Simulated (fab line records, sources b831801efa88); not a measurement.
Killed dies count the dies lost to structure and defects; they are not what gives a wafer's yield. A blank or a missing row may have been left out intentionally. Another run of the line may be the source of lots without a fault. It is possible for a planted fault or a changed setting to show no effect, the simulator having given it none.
Which tool did it? + flow gf180mcu + 18 wafers from 6 lots sampled at 3 of the route's 602 steps

WHAT THE GAUGES SHOWED, per wafer
GF_HV_LDD_TW_MEAS_50.
| lot  | measured     | on           | HV_LDD_4_TW |
|------|--------------|--------------|-------------|
| L917 | day 14 15:08 | filmMetro-03 | 569 567 567 |
| L920 | day 15 14:36 | filmMetro-01 | 571 569 572 |
| L923 | day 17 00:34 | filmMetro-01 | 30 30 30    |
| L925 | day 17 23:15 | filmMetro-01 | 30 30 30    |
| L930 | day 19 03:10 | filmMetro-02 | 560 561 562 |
| L933 | day 20 07:51 | filmMetro-03 | 569 564 567 |

TOOL THAT RAN EACH LOT (tool first, then ch and the chambers of the sampled wafers, then the start)
| lot  | GF_HV_LDD_STRIP_37                  | GF_HV_LDD_STRIP_49                  |
|------|-------------------------------------|-------------------------------------|
| L917 | plasmaAsher-01 ch 0,1, day 13 18:50 | plasmaAsher-02 ch 0,1, day 14 15:02 |
| L920 | plasmaAsher-01 ch 0,1, day 14 16:47 | plasmaAsher-02 ch 0,1, day 15 14:30 |
| L923 | plasmaAsher-01 ch 0,1, day 16 01:30 | plasmaAsher-03 ch 0,1, day 17 00:27 |
| L925 | plasmaAsher-03 ch 0, day 16 23:56   | plasmaAsher-03 ch 0,1, day 17 23:09 |
| L930 | plasmaAsher-01 ch 0,1, day 18 02:22 | plasmaAsher-02 ch 0,1, day 19 03:05 |
| L933 | plasmaAsher-03 ch 0,1, day 19 07:30 | plasmaAsher-01 ch 0,1, day 20 07:45 |
- GF_HV_LDD_STRIP_37: strips in O2/N2.
- GF_HV_LDD_STRIP_49: strips in O2/N2.

THE ANSWER, worked out from the rows above alone
Rule: usual is defined by the lots themselves. Put in order of their means at a reading, lots are off if they are a third of the lots or fewer, leave a main group of 4 or more, and stand apart from it by a gap of 3 or more times the standard deviation of the main group's means; of several such gaps the widest counts. Not used: any main group whose means are identical at the precision the tables above print for the reading. A lot without any number at a reading at which 4 lots or more have one is off too. Any other lot the step has rows for is counted as sound.
Off: L923, L925, seen at GF_HV_LDD_TW_MEAS_50 (HV_LDD_4_TW). The main group has a mean of 566 with a standard deviation of 3.5.
If a tool, at a process step before that reading, ran all the lots that are off and no sound lot after the first of them, it fits. Those tools and the gauges at GF_HV_LDD_TW_MEAS_50 are tried in the same way. This does not decide it: 2 tools fit, namely plasmaAsher-03 at GF_HV_LDD_STRIP_49 and filmMetro-01 at GF_HV_LDD_TW_MEAS_50.

WHAT THE SIMULATOR HAD PUT IN
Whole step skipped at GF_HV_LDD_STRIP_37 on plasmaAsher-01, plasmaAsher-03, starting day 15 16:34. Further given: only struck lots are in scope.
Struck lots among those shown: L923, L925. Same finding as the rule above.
